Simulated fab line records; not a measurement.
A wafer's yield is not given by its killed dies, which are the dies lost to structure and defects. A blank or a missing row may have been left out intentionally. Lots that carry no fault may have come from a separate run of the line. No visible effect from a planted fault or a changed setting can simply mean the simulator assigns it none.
Which tool did it? || flow sky130 || 12 lots with 36 wafers sampled at 5 steps, on a route of 708 steps

== WHAT THE GAUGES SHOWED, per wafer ==
SKY_POLY_GATE_CD_MEAS_13: the cd target is 150 nm. Usual: 150.1 nm for cdNm, sd 1.6.
{"lot": "L324", "measured": "day 16 18:21", "on": "cdSem-01", "cdNm (nm)": "147.7 147.8 147.5", "flag": ""}
{"lot": "L326", "measured": "day 17 06:10", "on": "cdSem-02", "cdNm (nm)": "151.9 150.9 151.6", "flag": ""}
{"lot": "L328", "measured": "day 18 02:29", "on": "cdSem-01", "cdNm (nm)": "150.4 152.0 151.9", "flag": ""}
{"lot": "L329", "measured": "day 18 11:41", "on": "cdSem-02", "cdNm (nm)": "150.1 150.5 152.6", "flag": ""}
{"lot": "L331", "measured": "day 18 18:41", "on": "cdSem-01", "cdNm (nm)": "151.6 151.5 151.2", "flag": ""}
{"lot": "L336", "measured": "day 21 00:44", "on": "cdSem-01", "cdNm (nm)": "149.8 148.9 149.5", "flag": ""}
{"lot": "L337", "measured": "day 21 19:13", "on": "cdSem-01", "cdNm (nm)": "149.6 150.1 150.9", "flag": ""}
{"lot": "L338", "measured": "day 21 19:20", "on": "cdSem-02", "cdNm (nm)": "147.1 145.5 147.4", "flag": ""}
{"lot": "L340", "measured": "day 22 04:45", "on": "cdSem-01", "cdNm (nm)": "148.6 147.6 149.9", "flag": ""}
{"lot": "L341", "measured": "day 23 01:13", "on": "cdSem-02", "cdNm (nm)": "149.5 149.1 148.7", "flag": ""}
{"lot": "L343", "measured": "day 23 10:25", "on": "cdSem-02", "cdNm (nm)": "147.7 148.4 147.8", "flag": ""}
{"lot": "L346", "measured": "day 24 10:50", "on": "cdSem-02", "cdNm (nm)": "150.3 150.5 150.6", "flag": ""}

SKY_LDD_N_TW_MEAS_17. Usual: LDD_N_TW 2566, standard deviation 23.
{"lot": "L324", "measured": "day 18 02:55", "on": "filmMetro-03", "LDD_N_TW": "2569 2574 2574", "flag": ""}
{"lot": "L326", "measured": "day 18 16:49", "on": "filmMetro-02", "LDD_N_TW": "2519 2534 2522", "flag": ""}
{"lot": "L328", "measured": "day 19 14:17", "on": "filmMetro-01", "LDD_N_TW": "2582 2572 2580", "flag": ""}
{"lot": "L329", "measured": "day 20 05:11", "on": "filmMetro-02", "LDD_N_TW": "2558 2550 2563", "flag": ""}
{"lot": "L331", "measured": "day 20 05:10", "on": "filmMetro-01", "LDD_N_TW": "2617 2595 2598", "flag": ""}
{"lot": "L336", "measured": "day 22 10:01", "on": "filmMetro-03", "LDD_N_TW": "2559 2565 2552", "flag": ""}
{"lot": "L337", "measured": "day 23 06:44", "on": "filmMetro-03", "LDD_N_TW": "2560 2572 2585", "flag": ""}
{"lot": "L338", "measured": "day 23 06:37", "on": "filmMetro-02", "LDD_N_TW": "2535 2556 2544", "flag": ""}
{"lot": "L340", "measured": "day 23 15:10", "on": "filmMetro-02", "LDD_N_TW": "2538 2561 2551", "flag": ""}
{"lot": "L341", "measured": "day 24 11:10", "on": "filmMetro-03", "LDD_N_TW": "2568 2544 2567", "flag": ""}
{"lot": "L343", "measured": "day 24 19:35", "on": "filmMetro-03", "LDD_N_TW": "2551 2553 2559", "flag": ""}
{"lot": "L346", "measured": "day 25 19:29", "on": "filmMetro-03", "LDD_N_TW": "2563 2568 2568", "flag": ""}

SKY_LDD_HVP_OVL_MEAS_07. Usual: LDD_HVP_OVL 0.4 nm, standard deviation 1.3.
{"lot": "L324", "measured": "day 21 21:42", "on": "overlay-01", "LDD_HVP_OVL (nm)": "1.3 -1.2 0.3", "flag": ""}
{"lot": "L326", "measured": "day 22 13:15", "on": "overlay-01", "LDD_HVP_OVL (nm)": "3.9 2.7 1.9", "flag": ""}
{"lot": "L328", "measured": "day 23 10:41", "on": "overlay-01", "LDD_HVP_OVL (nm)": "- - -", "flag": "OFF"}
{"lot": "L329", "measured": "day 24 01:29", "on": "overlay-02", "LDD_HVP_OVL (nm)": "- - -", "flag": "OFF"}
{"lot": "L331", "measured": "day 24 01:04", "on": "overlay-02", "LDD_HVP_OVL (nm)": "- - -", "flag": "OFF"}
{"lot": "L336", "measured": "day 26 02:19", "on": "overlay-02", "LDD_HVP_OVL (nm)": "-1.1 0.2 0.4", "flag": ""}
{"lot": "L337", "measured": "day 27 00:19", "on": "overlay-01", "LDD_HVP_OVL (nm)": "0.3 1.2 1.1", "flag": ""}
{"lot": "L338", "measured": "day 27 00:08", "on": "overlay-01", "LDD_HVP_OVL (nm)": "0.4 -0.2 1.2", "flag": ""}
{"lot": "L340", "measured": "day 27 05:51", "on": "overlay-01", "LDD_HVP_OVL (nm)": "1.9 1.3 0.9", "flag": ""}
{"lot": "L341", "measured": "day 28 02:29", "on": "overlay-01", "LDD_HVP_OVL (nm)": "0.1 -0.3 -3.5", "flag": ""}
{"lot": "L343", "measured": "day 28 09:21", "on": "overlay-02", "LDD_HVP_OVL (nm)": "-0.8 0.4 0.4", "flag": ""}
{"lot": "L346", "measured": "day 29 10:17", "on": "overlay-01", "LDD_HVP_OVL (nm)": "0.0 0.4 -1.5", "flag": ""}

== WHICH TOOL RAN EACH LOT (tool, then ch and the chambers of the sampled wafers, then the start) ==
{"lot": "L324", "SKY_POLY_GATE_ETCH_15": "rieDiel-03 ch 0,2, day 16 18:28", "SKY_LDD_HVP_COAT_02": "lithoTrack-04 ch 0, day 21 06:50"}
{"lot": "L326", "SKY_POLY_GATE_ETCH_15": "rieDiel-01 ch 0,3, day 17 06:16", "SKY_LDD_HVP_COAT_02": "lithoTrack-04 ch 0, day 21 20:13"}
{"lot": "L328", "SKY_POLY_GATE_ETCH_15": "rieDiel-03 ch 2,3, day 18 02:38", "SKY_LDD_HVP_COAT_02": "lithoTrack-04, day 22 20:05"}
{"lot": "L329", "SKY_POLY_GATE_ETCH_15": "rieDiel-01 ch 1,2, day 18 11:50", "SKY_LDD_HVP_COAT_02": "lithoTrack-03, day 23 09:59"}
{"lot": "L331", "SKY_POLY_GATE_ETCH_15": "rieDiel-02 ch 0,1,2, day 18 18:51", "SKY_LDD_HVP_COAT_02": "lithoTrack-03, day 23 09:23"}
{"lot": "L336", "SKY_POLY_GATE_ETCH_15": "rieDiel-01 ch 1,3, day 21 00:52", "SKY_LDD_HVP_COAT_02": "lithoTrack-02 ch 0, day 25 12:26"}
{"lot": "L337", "SKY_POLY_GATE_ETCH_15": "rieDiel-01 ch 1,3, day 21 19:22", "SKY_LDD_HVP_COAT_02": "lithoTrack-03 ch 0, day 26 09:47"}
{"lot": "L338", "SKY_POLY_GATE_ETCH_15": "rieDiel-03 ch 0,1, day 21 19:29", "SKY_LDD_HVP_COAT_02": "lithoTrack-04 ch 0, day 26 09:32"}
{"lot": "L340", "SKY_POLY_GATE_ETCH_15": "rieDiel-03 ch 0,1,3, day 22 04:52", "SKY_LDD_HVP_COAT_02": "lithoTrack-04 ch 0, day 26 15:50"}
{"lot": "L341", "SKY_POLY_GATE_ETCH_15": "rieDiel-03 ch 2,3, day 23 01:22", "SKY_LDD_HVP_COAT_02": "lithoTrack-04 ch 0, day 27 11:56"}
{"lot": "L343", "SKY_POLY_GATE_ETCH_15": "rieDiel-03 ch 0,2,3, day 23 10:32", "SKY_LDD_HVP_COAT_02": "lithoTrack-03 ch 0, day 27 19:26"}
{"lot": "L346", "SKY_POLY_GATE_ETCH_15": "rieDiel-01 ch 0,2,3, day 24 10:58", "SKY_LDD_HVP_COAT_02": "lithoTrack-04 ch 0, day 28 19:34"}
- SKY_POLY_GATE_ETCH_15: etches BARC in N2/H2, stops on SiO2, time 118.5 s, target depth 110 nm.
- SKY_LDD_HVP_COAT_02: resist thk 300 nm.

== AS READ BY THE TOOLS THEMSELVES (means over the sampled wafers that have a number; for cases with no such wafer, the mark the record gives instead) ==
SKY_POLY_GATE_ETCH_15. Usual: chamberPressureMTorr 30.000 mTorr, standard deviation 0.029; drypumpMotorCurrentA 5.9 A, standard deviation 0.41; oesProductAu 0.716 a.u., standard deviation 0.0045; throttleValvePct 13.213 %, standard deviation 0.0085.
{"lot": "L324", "tool": "rieDiel-03", "chamberPressureMTorr (mTorr)": 30.012, "drypumpMotorCurrentA (A)": 6.1, "oesProductAu (a.u.)": 0.716, "throttleValvePct (%)": 13.204, "flag": ""}
{"lot": "L326", "tool": "rieDiel-01", "chamberPressureMTorr (mTorr)": 29.987, "drypumpMotorCurrentA (A)": 6.2, "oesProductAu (a.u.)": 0.713, "throttleValvePct (%)": 13.210, "flag": ""}
{"lot": "L328", "tool": "rieDiel-03", "chamberPressureMTorr (mTorr)": 29.985, "drypumpMotorCurrentA (A)": 6.1, "oesProductAu (a.u.)": 0.722, "throttleValvePct (%)": 13.226, "flag": ""}
{"lot": "L329", "tool": "rieDiel-01", "chamberPressureMTorr (mTorr)": 30.012, "drypumpMotorCurrentA (A)": 5.7, "oesProductAu (a.u.)": 0.717, "throttleValvePct (%)": 13.219, "flag": ""}
{"lot": "L331", "tool": "rieDiel-02", "chamberPressureMTorr (mTorr)": 30.002, "drypumpMotorCurrentA (A)": 5.9, "oesProductAu (a.u.)": 0.719, "throttleValvePct (%)": 13.217, "flag": ""}
{"lot": "L336", "tool": "rieDiel-01", "chamberPressureMTorr (mTorr)": 30.025, "drypumpMotorCurrentA (A)": 5.8, "oesProductAu (a.u.)": 0.713, "throttleValvePct (%)": 13.216, "flag": ""}
{"lot": "L337", "tool": "rieDiel-01", "chamberPressureMTorr (mTorr)": 30.001, "drypumpMotorCurrentA (A)": 5.8, "oesProductAu (a.u.)": 0.721, "throttleValvePct (%)": 13.212, "flag": ""}
{"lot": "L338", "tool": "rieDiel-03", "chamberPressureMTorr (mTorr)": 30.009, "drypumpMotorCurrentA (A)": 6.0, "oesProductAu (a.u.)": 0.717, "throttleValvePct (%)": 13.218, "flag": ""}
{"lot": "L340", "tool": "rieDiel-03", "chamberPressureMTorr (mTorr)": 29.979, "drypumpMotorCurrentA (A)": 6.0, "oesProductAu (a.u.)": 0.720, "throttleValvePct (%)": 13.215, "flag": ""}
{"lot": "L341", "tool": "rieDiel-03", "chamberPressureMTorr (mTorr)": 29.998, "drypumpMotorCurrentA (A)": 6.2, "oesProductAu (a.u.)": 0.718, "throttleValvePct (%)": 13.211, "flag": ""}
{"lot": "L343", "tool": "rieDiel-03", "chamberPressureMTorr (mTorr)": 29.992, "drypumpMotorCurrentA (A)": 6.2, "oesProductAu (a.u.)": 0.713, "throttleValvePct (%)": 13.213, "flag": ""}
{"lot": "L346", "tool": "rieDiel-01", "chamberPressureMTorr (mTorr)": 29.992, "drypumpMotorCurrentA (A)": 6.1, "oesProductAu (a.u.)": 0.717, "throttleValvePct (%)": 13.221, "flag": ""}

SKY_LDD_HVP_COAT_02. Usual: chillPlateTempC 22.98 C, standard deviation 0.1; dispensePressureKPa 50.0 kPa, standard deviation 0.77; spinSpeedRpm 3000.0 rpm, standard deviation 2.1.
{"lot": "L324", "tool": "lithoTrack-04", "chillPlateTempC (C)": 22.93, "dispensePressureKPa (kPa)": 50.7, "spinSpeedRpm (rpm)": 3001.5, "flag": ""}
{"lot": "L326", "tool": "lithoTrack-04", "chillPlateTempC (C)": 22.96, "dispensePressureKPa (kPa)": 50.7, "spinSpeedRpm (rpm)": 2998.5, "flag": ""}
{"lot": "L328", "tool": "lithoTrack-04", "chillPlateTempC (C)": "-", "dispensePressureKPa (kPa)": "-", "spinSpeedRpm (rpm)": "-", "flag": "OFF"}
{"lot": "L329", "tool": "lithoTrack-03", "chillPlateTempC (C)": "-", "dispensePressureKPa (kPa)": "-", "spinSpeedRpm (rpm)": "-", "flag": "OFF"}
{"lot": "L331", "tool": "lithoTrack-03", "chillPlateTempC (C)": "-", "dispensePressureKPa (kPa)": "-", "spinSpeedRpm (rpm)": "-", "flag": "OFF"}
{"lot": "L336", "tool": "lithoTrack-02", "chillPlateTempC (C)": 23.11, "dispensePressureKPa (kPa)": 48.8, "spinSpeedRpm (rpm)": 3001.3, "flag": ""}
{"lot": "L337", "tool": "lithoTrack-03", "chillPlateTempC (C)": 23.01, "dispensePressureKPa (kPa)": 49.8, "spinSpeedRpm (rpm)": 2996.8, "flag": ""}
{"lot": "L338", "tool": "lithoTrack-04", "chillPlateTempC (C)": 22.94, "dispensePressureKPa (kPa)": 50.7, "spinSpeedRpm (rpm)": 3001.5, "flag": ""}
{"lot": "L340", "tool": "lithoTrack-04", "chillPlateTempC (C)": 22.88, "dispensePressureKPa (kPa)": 50.7, "spinSpeedRpm (rpm)": 3000.4, "flag": ""}
{"lot": "L341", "tool": "lithoTrack-04", "chillPlateTempC (C)": 22.84, "dispensePressureKPa (kPa)": 50.8, "spinSpeedRpm (rpm)": 2997.0, "flag": ""}
{"lot": "L343", "tool": "lithoTrack-03", "chillPlateTempC (C)": 23.03, "dispensePressureKPa (kPa)": 49.8, "spinSpeedRpm (rpm)": 3000.5, "flag": ""}
{"lot": "L346", "tool": "lithoTrack-04", "chillPlateTempC (C)": 23.04, "dispensePressureKPa (kPa)": 50.7, "spinSpeedRpm (rpm)": 2999.7, "flag": ""}

== THE ANSWER, worked out from the rows above alone ==
Rule: lot off if the mean of its wafers having a number is beyond 3 standard deviations from the usual mean. A lot without any number at a reading at which 4 lots or more have one is off too. The other lots that the step has rows for count as sound. First the gauges in route order, then the tools' own readings, where a lot's mean is used as printed above. At the first step where some lot is off, the reading lying furthest off is the one used; lots without a number count as furthest.
Off: L328, L329, L331, seen at SKY_LDD_HVP_OVL_MEAS_07 (LDD_HVP_OVL). Without a number there: L328, L329, L331.
If a tool, at a process step before that reading, ran all the lots that are off and no sound lot after the first of them, it fits. The gauges at SKY_LDD_HVP_OVL_MEAS_07 aren't tried: what is off there is off at SKY_LDD_HVP_COAT_02 too, on other tools, and a gauge's error can't cause that. None of those tried fits.

== WHAT THE SIMULATOR HAD INSERTED ==
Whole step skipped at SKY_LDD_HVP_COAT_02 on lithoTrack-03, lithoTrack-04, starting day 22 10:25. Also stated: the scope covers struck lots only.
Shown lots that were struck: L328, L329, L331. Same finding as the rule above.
